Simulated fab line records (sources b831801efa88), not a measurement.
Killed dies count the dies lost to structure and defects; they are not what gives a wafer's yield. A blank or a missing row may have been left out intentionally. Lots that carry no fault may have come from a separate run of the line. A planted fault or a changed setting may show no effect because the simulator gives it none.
Lot-split experiment	flow gf180mcu	on a route of 602 steps: 5 lots, 23 wafers read

## ABOUT THE SPLIT
At GF_HV_LDD_IMPLANT_21, the setting dose cm2 was moved away from the recipe's 5e+13 on 9 of the 23 wafers read, by +9.1% to +13.8%. For the rest of the wafers, this setting stayed at what the recipe calls for.

## FROM THE SPLIT TO THE READING: what the file shows between them, 1 step
- GF_HV_LDD_STRIP_22: strips in O2/N2

## THE READING
HV_LDD_2_TW, at GF_HV_LDD_TW_MEAS_23. A value of 1054 with a standard deviation of 7.2 is what fault-free wafers of this fab line usually give.

wafer	tool, chamber at the split	dose cm2 as run	against the recipe	HV_LDD_2_TW	against lot-mates on the recipe
L074.1	implanter-01, 0	5e+13	recipe	1052	-
L074.2	implanter-01, 0	5e+13	recipe	1048	-
L074.3	implanter-01, 0	5e+13	recipe	1046	-
L074.4	implanter-01, 0	5e+13	recipe	1052	-
L074.5	implanter-01, 0	5e+13	recipe	1048	-
L078.1	implanter-04, 0	5.692e+13	+13.8%	1097	+51
L078.3	implanter-04, 0	5.692e+13	+13.8%	1091	+45
L078.4	implanter-04, 0	5e+13	recipe	1047	-
L078.5	implanter-04, 0	5e+13	recipe	1045	-
L078.6	implanter-04, 0	5.692e+13	+13.8%	1092	+46
L082.1	implanter-04, 0	5.455e+13	+9.1%	1097	+28
L082.3	implanter-04, 0	5e+13	recipe	1065	-
L082.4	implanter-04, 0	5e+13	recipe	1073	-
L082.5	implanter-04, 0	5.455e+13	+9.1%	1102	+33
L082.6	implanter-04, 0	5.455e+13	+9.1%	1103	+34
L084.1	implanter-01, 0	5.583e+13	+11.7%	1091	+40
L084.3	implanter-01, 0	5.583e+13	+11.7%	1086	+35
L084.4	implanter-01, 0	5.583e+13	+11.7%	1089	+38
L084.5	implanter-01, 0	5e+13	recipe	1049	-
L084.6	implanter-01, 0	5e+13	recipe	1053	-
L085.3	implanter-04, 0	5e+13	recipe	1056	-
L085.5	implanter-04, 0	5e+13	recipe	1057	-
L085.6	implanter-04, 0	5e+13	recipe	1055	-

THE FIT
A straight line over all 23 wafers: HV_LDD_2_TW changes by +3.32 for each +1% of dose cm2; r = +0.91; the points scatter about the line by 9.4.
The same after taking each lot's own level away (the mean of its wafers on the recipe; 23 wafers): +3.37 for each +1%; r = +0.99; scatter 2.6.
Per that fit: largest dose cm2 move, reading shift of 47.
Across the lots, their own levels run from 1046.0 to 1069.0, a range of 3.2 times the standard deviation given above.
The two slopes agree, so the slope changes little with the lot-to-lot level.
Check: with one of the wafers moved furthest among these (+13.8%) left out of the fit, the line predicts +45.8 for it against its lot-mates. Against them it came out at +51.

## OTHER SPLITS APPLIED TO THESE WAFERS
Before the reading, these wafers also passed through other splits. Each is held against what the fit with the lots' levels taken away leaves over:
other split on the same wafers	wafers away from the commonest value	r with HV_LDD_2_TW (lot level and that fit taken away)
GF_VT_IMPLANT_IMPLANT_41 dose cm2	5	-0.23
GF_DUAL_GATE_COAT_06 resist thk nm	9	+0.11
GF_POLY_GATE_COAT_05 resist thk nm	7	-0.26
GF_HV_LDD_IMPLANT_09 energy kev	7	-0.08
GF_HV_LDD_DEVELOP_18 dev temp c	5	+0.33

## FILE'S OWN FIT
HV_LDD_2_TW changes by +3.36 for each +1% of dose cm2, r = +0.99.
